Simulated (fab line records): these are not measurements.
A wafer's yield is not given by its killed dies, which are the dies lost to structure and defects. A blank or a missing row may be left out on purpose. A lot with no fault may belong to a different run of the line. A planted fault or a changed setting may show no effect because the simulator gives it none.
fab line records | flow gf180mcu
record: lots: 6 wafers: 18 last_day: 34
route steps=602 shown HV_LDD@234 NSD@235 PSD@248
lots that met no fault: taken from a fault-free run of the same line
start_h: hours from the record's first day to the start of the lot's first wafer shown | wait_h: how many hours have passed since the lot's step before this one | " as in the row above | L1.1+2: several wafers, shown together as one row | - no value, or no start was given | * or withheld: withheld | < > ~ a bound
route shown NAME@n: NAME is a module with steps in the file, n the number in the route of the first one | usual: mean/standard deviation taken from wafers without a fault | same: alike in all rows | chamber/n: place in a boat | sites: readings site by site | _std_site: the values' standard deviation | _edge_site: the outer-site mean with the inner-site mean subtracted | radius_mm: for every site, how far away it sits from the centre of the wafer | mask NAME#n: copy n | behind: the most recent tool/chamber to have shaped the wafer | hold: cause of the lot's hold/its duration in hours/its outcome | device: the n, p or np transistor that did not switch | end of line: tests of these same wafers at the route's end | a step without rows: its recipe alone | killed: at the first sort, the dies lost to defects and structure; wafer yield is something else | map: dies across one wafer; x = killed, . = not, _ = none there
set.NAME: the setting the step ran with; set.NAME@STEP: the setting that earlier step ran with | model.NAME: the simulator's own value behind a step, which no gauge read
lots at selected steps of the route; one table per step, one row per wafer
services: from which hour (start_h, from the record's first day; less than 0 if before it) a tool's chamber was out of use, for how many hours, and why
== steps ==
step: GF_HV_LDD_ETCHBACK_58
recipe: chemistry: CH3F/O2 target: Si3N4 stop_on: SiO2 source_w: 400 bias_w: 80 pressure_mtorr: 25 ch3f_flow_sccm: 40 O2_flow_sccm: 30 time_s: 100 target_depth_a: 900
usual: O2_flow_sccm: 30.00/0.076 bias_w: 80.04/0.23 drypump_motor_current_A: 5.7/0.32 oes_product_au: 0.843/0.0064 throttle_valve_pct: 10.560/0.0088
columns lot.wafer tool chamber start_h wait_h O2_flow_sccm bias_w drypump_motor_current_A oes_product_au rf_hours_counter_h throttle_valve_pct
L899.2 rie_diel-03 3 291.10 0.0 29.86 79.59 5.8 0.853 5 10.562
L899.5 " 1 " " 30.10 80.37 5.5 0.849 - 10.555
L899.6 " 2 " " 29.96 79.99 5.8 0.843 - 10.580
L907.1 rie_diel-01 0 347.49 0.1 30.07 79.88 5.3 0.855 5 10.560
L907.2 " 1 " " 30.08 79.91 5.6 0.851 50 10.568
L907.3 " 2 " " 30.05 80.01 5.0 0.848 9 10.559
L908.1 rie_diel-01 0 356.04 0.1 30.11 80.58 5.4 0.844 6 10.564
L908.2 " 1 " " 29.91 80.13 5.6 0.837 51 10.568
L908.5 " 1 " " 29.97 80.06 5.6 0.851 - 10.555
L914.4 rie_diel-02 3 437.69 0.0 29.92 79.91 6.3 0.845 10 10.569
L914.5 " 3 " " 29.85 79.86 6.2 0.845 - 10.553
L914.6 " 2 " " 30.09 79.99 5.9 0.853 - 10.563
L920.2 rie_diel-01 1 472.69 0.0 30.23 79.74 5.6 0.841 54 10.565
L920.3 " 0 " " 30.03 79.92 5.3 0.839 10 10.569
L920.5 " 0 " " 30.01 80.31 5.4 0.844 - 10.552
L918.1 rie_diel-02 3 473.70 0.1 29.85 80.10 6.2 0.841 11 10.566
L918.4 " 2 " " 29.96 80.57 5.9 0.844 0 10.564
L918.6 " 3 " " 30.01 79.96 6.3 0.837 - 10.568
step: GF_NSD_DEHYDRATE_00
recipe: temp_c: 200 time_s: 60
step: GF_NSD_HMDS_01
recipe: prime_time_s: 60 prime_temp_c: 120
step: GF_NSD_COAT_02
recipe: resist: NOVOLAK spin_rpm: 3000 resist_thk_nm: 1000
step: GF_NSD_SOFTBAKE_03
recipe: temp_c: 90 time_s: 60 resist: NOVOLAK
step: GF_NSD_EXPOSE_04
recipe: mask_id: Nplus target_cd_nm: 400 na: 0.6 source_shape: conventional sigma_outer: 0.6 dose_mj: 140
step: GF_NSD_PEB_05
recipe: temp_c: withheld time_s: * resist: NOVOLAK
step: GF_NSD_DEVELOP_06
recipe: develop_time_s: 60 dev_temp_c: 23
step: GF_NSD_CD_MEAS_07
recipe: target_cd_nm: 400
usual: cd_nm: 400.2/1.8
columns lot.wafer tool chamber start_h wait_h cd_nm
L899.2 cd_sem-02 - 311.49 0.1 400.4
L899.5 " - " " 400.7
L899.6 " - " " 399.4
L907.1 cd_sem-02 - 368.68 0.1 400.1
L907.2 " - " " 399.8
L907.3 " - " " 400.5
L908.1 cd_sem-02 - 377.93 0.1 398.8
L908.2 " - " " 399.2
L908.5 " - " " 399.6
L914.4 cd_sem-01 - 461.79 0.1 401.8
L914.5 " - " " 402.5
L914.6 " - " " 399.2
L920.2 cd_sem-02 - 496.10 0.1 399.4
L920.3 " - " " 401.6
L920.5 " - " " 399.0
L918.1 cd_sem-01 - 497.03 0.1 401.5
L918.4 " - " " 400.7
L918.6 " - " " 400.7
step: GF_NSD_OVL_MEAS_08
usual: NSD_OVL: 0.5/1.5
columns lot.wafer tool chamber start_h wait_h NSD_OVL[nm]
L899.2 overlay-02 - 311.59 0.1 0.3
L899.5 " - " " 2.8
L899.6 " - " " 1.8
L907.1 overlay-01 - 368.80 0.1 0.3
L907.2 " - " " 0.6
L907.3 " - " " 2.2
L908.1 overlay-01 - 378.05 0.1 -2.0
L908.2 " - " " -2.3
L908.5 " - " " -2.0
L914.4 overlay-02 - 461.87 0.1 -0.2
L914.5 " - " " 1.6
L914.6 " - " " 1.2
L920.2 overlay-02 - 496.20 0.1 0.2
L920.3 " - " " 0.1
L920.5 " - " " 2.0
L918.1 overlay-02 - 497.15 0.1 1.2
L918.4 " - " " -0.3
L918.6 " - " " -0.9
step: GF_NSD_IMPLANT_09
recipe: species: As energy_kev: 60 dose_cm2: 4e+15 tilt_deg: 7
step: GF_NSD_IMPLANT_10
recipe: species: P energy_kev: 40 dose_cm2: 5e+14 tilt_deg: 7
step: GF_NSD_STRIP_11
recipe: chemistry: O2/N2 power_w: 1400 pressure_mtorr: 1500 platen_temp_c: 250 o2_flow_sccm: 3000 n2_flow_sccm: 300 overash_fraction: 0.5
usual: chamber_pressure_mTorr: 1500.0/1.2 drypump_motor_current_A: 5.7/0.47 heater_power_w: 338/22 n2_flow_sccm: 300.0/0.86 oes_product_au: 0.487/0.005 strip_time_to_endpoint_s: 22.942/0.029
columns lot.wafer tool chamber start_h wait_h chamber_pressure_mTorr drypump_motor_current_A heater_power_w n2_flow_sccm oes_product_au rf_hours_counter_h strip_time_to_endpoint_s model.NOVOLAK_of_NSD_COAT_02.thk_nm
L899.2 plasma_asher-01 1 311.92 0.1 1500.3 6.3 373 299.7 0.488 66 22.924 0
L899.5 " 0 " " 1498.6 6.5 336 299.0 0.484 - 22.932 0
L899.6 " 1 " " 1499.7 6.3 372 300.5 0.486 - 22.952 0
L907.1 plasma_asher-03 1 369.14 0.1 - - - - - - - 995
L907.2 " 0 " " - - - - - - - 995.2
L907.3 " 1 " " - - - - - - - 997.8
L908.1 plasma_asher-02 1 378.39 0.1 - - - - - - - 995.7
L908.2 " 0 " " - - - - - - - 995.3
L908.5 " 1 " " - - - - - - - 994.3
L914.4 plasma_asher-01 0 462.22 0.1 1498.8 6.5 347 299.8 0.491 - 22.968 0
L914.5 " 0 " " 1499.9 6.5 331 299.2 0.486 - 22.935 0
L914.6 " 1 " " 1500.2 6.3 361 302.0 0.487 - 22.967 0
L920.2 plasma_asher-03 0 496.53 0.1 1499.7 5.5 366 301.1 0.481 72 22.980 0
L920.3 " 1 " " 1498.8 5.3 309 299.3 0.479 - 22.939 0
L920.5 " 1 " " 1498.2 5.3 313 300.3 0.493 - 22.940 0
L918.1 plasma_asher-03 1 497.48 0.1 1501.0 5.3 310 299.8 0.482 72 22.961 0
L918.4 " 1 " " 1498.3 5.3 318 300.6 0.481 - 22.944 0
L918.6 " 0 " " 1499.9 5.5 369 297.8 0.485 - 22.961 0
step: GF_NSD_TW_MEAS_12
usual: NSD_TW: 4238/47
columns lot.wafer tool chamber start_h wait_h NSD_TW
L899.2 film_metro-04 - 312.03 0.1 4190
L899.5 " - " " 4170
L899.6 " - " " 4190
L907.1 film_metro-04 - 369.24 0.1 4190
L907.2 " - " " 4159
L907.3 " - " " 4165
L908.1 film_metro-02 - 378.49 0.1 4210
L908.2 " - " " 4223
L908.5 " - " " 4231
L914.4 film_metro-04 - 462.31 0.1 4165
L914.5 " - " " 4153
L914.6 " - " " 4147
L920.2 film_metro-04 - 496.64 0.1 4202
L920.3 " - " " 4216
L920.5 " - " " 4220
L918.1 film_metro-02 - 497.58 0.1 4259
L918.4 " - " " 4252
L918.6 " - " " 4256
step: GF_PSD_DEHYDRATE_00
recipe: temp_c: 200 time_s: 60
step: GF_PSD_HMDS_01
recipe: prime_time_s: 60 prime_temp_c: 120
step: GF_PSD_COAT_02
recipe: resist: NOVOLAK spin_rpm: 3000 resist_thk_nm: 1000
step: GF_PSD_SOFTBAKE_03
recipe: temp_c: 90 time_s: 60 resist: NOVOLAK
step: GF_PSD_EXPOSE_04
recipe: mask_id: Pplus target_cd_nm: 400 na: 0.6 source_shape: conventional sigma_outer: 0.6 dose_mj: 140
step: GF_PSD_PEB_05
recipe: temp_c: withheld time_s: * resist: NOVOLAK
step: GF_PSD_DEVELOP_06
recipe: develop_time_s: 60 dev_temp_c: 23
step: GF_PSD_CD_MEAS_07
recipe: target_cd_nm: 400
usual: cd_nm: 400.7/2.8
columns lot.wafer tool chamber start_h wait_h cd_nm
L899.2 cd_sem-01 - 332.44 0.1 395.7
L899.5 " - " " 397.5
L899.6 " - " " 397.5
L907.1 cd_sem-02 - 391.37 0.1 403.5
L907.2 " - " " 403.3
L907.3 " - " " 404.3
L908.1 cd_sem-01 - 400.72 0.1 403.5
L908.2 " - " " 405.9
L908.5 " - " " 404.6
L914.4 cd_sem-01 - 485.22 0.1 398.3
L914.5 " - " " 397.8
L914.6 " - " " 396.6
L920.2 cd_sem-02 - 519.51 0.1 397.3
L920.3 " - " " 399.6
L920.5 " - " " 397.8
L918.1 cd_sem-02 - 520.71 0.1 399.8
L918.4 " - " " 401.6
L918.6 " - " " 401.4
step: GF_PSD_OVL_MEAS_08
usual: PSD_OVL: 1.4/1.4
columns lot.wafer tool chamber start_h wait_h PSD_OVL[nm]
L899.2 overlay-01 - 332.54 0.1 1.0
L899.5 " - " " -0.7
L899.6 " - " " 0.1
L907.1 overlay-02 - 391.49 0.1 3.9
L907.2 " - " " 2.4
L907.3 " - " " 1.2
L908.1 overlay-01 - 400.84 0.1 -2.4
L908.2 " - " " 0.2
L908.5 " - " " 0.9
L914.4 overlay-01 - 485.30 0.1 0.5
L914.5 " - " " -1.7
L914.6 " - " " -0.3
L920.2 overlay-02 - 519.62 0.1 1.8
L920.3 " - " " 2.2
L920.5 " - " " 1.4
L918.1 overlay-01 - 520.83 0.1 -0.5
L918.4 " - " " 0.2
L918.6 " - " " 2.8
step: GF_PSD_IMPLANT_09
recipe: species: BF2 energy_kev: 40 dose_cm2: 1.5e+15 tilt_deg: 7
step: GF_PSD_STRIP_10
recipe: chemistry: O2/N2 power_w: 1400 pressure_mtorr: 1500 platen_temp_c: 250 o2_flow_sccm: 3000 n2_flow_sccm: 300 overash_fraction: 0.5
usual: chamber_pressure_mTorr: 1500.0/1.3 drypump_motor_current_A: 5.7/0.57 heater_power_w: 338/25 n2_flow_sccm: 300.2/0.83 oes_product_au: 0.592/0.0044 strip_time_to_endpoint_s: 16.502/0.029
columns lot.wafer tool chamber start_h wait_h chamber_pressure_mTorr drypump_motor_current_A heater_power_w n2_flow_sccm oes_product_au rf_hours_counter_h strip_time_to_endpoint_s
L899.2 plasma_asher-01 0 332.72 0.1 1500.3 6.5 346 300.7 0.597 68 16.537
L899.5 " 1 " " 1500.4 6.3 373 300.0 0.590 - 16.514
L899.6 " 0 " " 1498.7 6.5 342 300.1 0.597 - 16.505
L907.1 plasma_asher-02 0 391.67 0.1 1500.3 5.2 330 301.3 0.662 28 31.359
L907.2 " 1 " " 1500.4 5.9 319 299.4 0.652 28 31.340
L907.3 " 1 " " 1501.5 5.9 315 300.9 0.657 - 31.382
L908.1 plasma_asher-04 0 401.02 0.1 1499.2 6.3 328 299.5 0.650 72 31.380
L908.2 " 1 " " 1500.1 4.8 399 300.7 0.656 72 31.354
L908.5 " 1 " " 1499.0 4.8 392 300.4 0.650 - 31.359
L914.4 plasma_asher-02 1 485.50 0.1 1500.1 5.9 312 300.4 0.593 - 16.492
L914.5 " 1 " " 1499.0 5.9 310 298.7 0.587 - 16.460
L914.6 " 0 " " 1500.8 5.1 333 300.3 0.590 - 16.470
L920.2 plasma_asher-02 0 519.80 0.1 1500.6 5.2 335 298.7 0.594 42 16.511
L920.3 " 0 " " 1501.0 5.2 337 300.2 0.591 - 16.493
L920.5 " 0 " " 1500.6 5.1 337 301.0 0.595 - 16.485
L918.1 plasma_asher-01 1 521.02 0.1 1498.7 6.3 367 299.9 0.592 87 16.542
L918.4 " 1 " " 1499.6 6.3 366 300.6 0.593 - 16.582
L918.6 " 1 " " 1497.5 6.4 359 300.9 0.598 - 16.560
step: GF_PSD_TW_MEAS_11
usual: PSD_TW: 3167/32
columns lot.wafer tool chamber start_h wait_h PSD_TW
L899.2 film_metro-02 - 332.83 0.1 3170
L899.5 " - " " 3195
L899.6 " - " " 3188
L907.1 film_metro-04 - 391.77 0.1 30
L907.2 " - " " 30
L907.3 " - " " 30
L908.1 film_metro-01 - 401.12 0.1 30
L908.2 " - " " 30
L908.5 " - " " 30
L914.4 film_metro-04 - 485.60 0.1 3145
L914.5 " - " " 3137
L914.6 " - " " 3161
L920.2 film_metro-01 - 519.90 0.1 3208
L920.3 " - " " 3212
L920.5 " - " " 3196
L918.1 film_metro-01 - 521.12 0.1 3200
L918.4 " - " " 3193
L918.6 " - " " 3194
step: GF_PSD_CLEAN_12
recipe: chemistry: SC1/SC2 mix: 1:4:20 temp_c: 70 time_s: 150 dry: n2_spin
== services ==
columns tool chamber start_h hours kind
rie_diel-01 - 269.21 2.8 pm
plasma_asher-03 - 281.20 7.0 repair
plasma_asher-04 - 298.60 0.3 repair
rie_diel-02 3 298.76 7.4 repair
rie_diel-02 2 300.75 4.2 repair
plasma_asher-02 - 312.78 3.6 repair
rie_diel-03 3 337.19 2.4 repair
rie_diel-01 - 339.46 1.6 repair
plasma_asher-01 - 365.15 2.8 pm
plasma_asher-03 - 375.55 15.6 pm
rie_diel-01 3 409.70 - clean
rie_diel-01 3 409.70 14.0 scheduled_down
rie_diel-01 3 409.70 14.0 vent_cycle
rie_diel-01 1 413.67 17.9 repair
plasma_asher-04 - 421.34 9.0 pm
plasma_asher-04 0 421.34 9.0 vent_cycle
rie_diel-02 2 442.36 - clean
rie_diel-02 2 442.36 19.8 scheduled_down
rie_diel-02 2 442.36 19.8 vent_cycle
rie_diel-03 3 444.00 2.8 repair
rie_diel-01 2 457.87 15.6 repair
rie_diel-03 0 462.56 6.7 repair
rie_diel-01 1 467.07 2.9 repair
rie_diel-02 2 492.68 2.6 repair
== key ==
first_sign: step: GF_NSD_STRIP_11 reading: tool_record direction: missing
effect: step: GF_PSD_STRIP_10 reading: strip_time_to_endpoint_s direction: up sigmas: 99+ usual: * struck: *
effect: step: GF_PSD_TW_MEAS_11 reading: PSD_TW direction: down sigmas: 98 usual: 3167 struck: 30
model_effect: step: GF_NSD_STRIP_11 value: NOVOLAK_of_NSD_COAT_02.thk_nm without: 0 struck: 995.6
met_at GF_NSD_STRIP_11
struck_wafers L907.1,L907.2,L907.3,L908.1,L908.2,L908.5
sort_left_out L907.1,L907.2,L907.3,L908.1,L908.2,L908.5
tester_left_out L907,L908
fault: kind: skipped_step_whole tool: plasma_asher-02,plasma_asher-03 chamber: - onset_h: 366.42 steps: GF_NSD_STRIP_11 scope: struck_lots_only
tester_left_out: of these lots the tester's yield and bins aren't shown, on N5 and GAA mostly nor the transistor test; their killed dies are dies lost to structure and defects alone, not to doping, threshold or leakage, so they don't give the yield
sort_left_out: the simulated sort isn't trusted on such a fault, so these wafers' sort isn't shown, and their yield isn't known
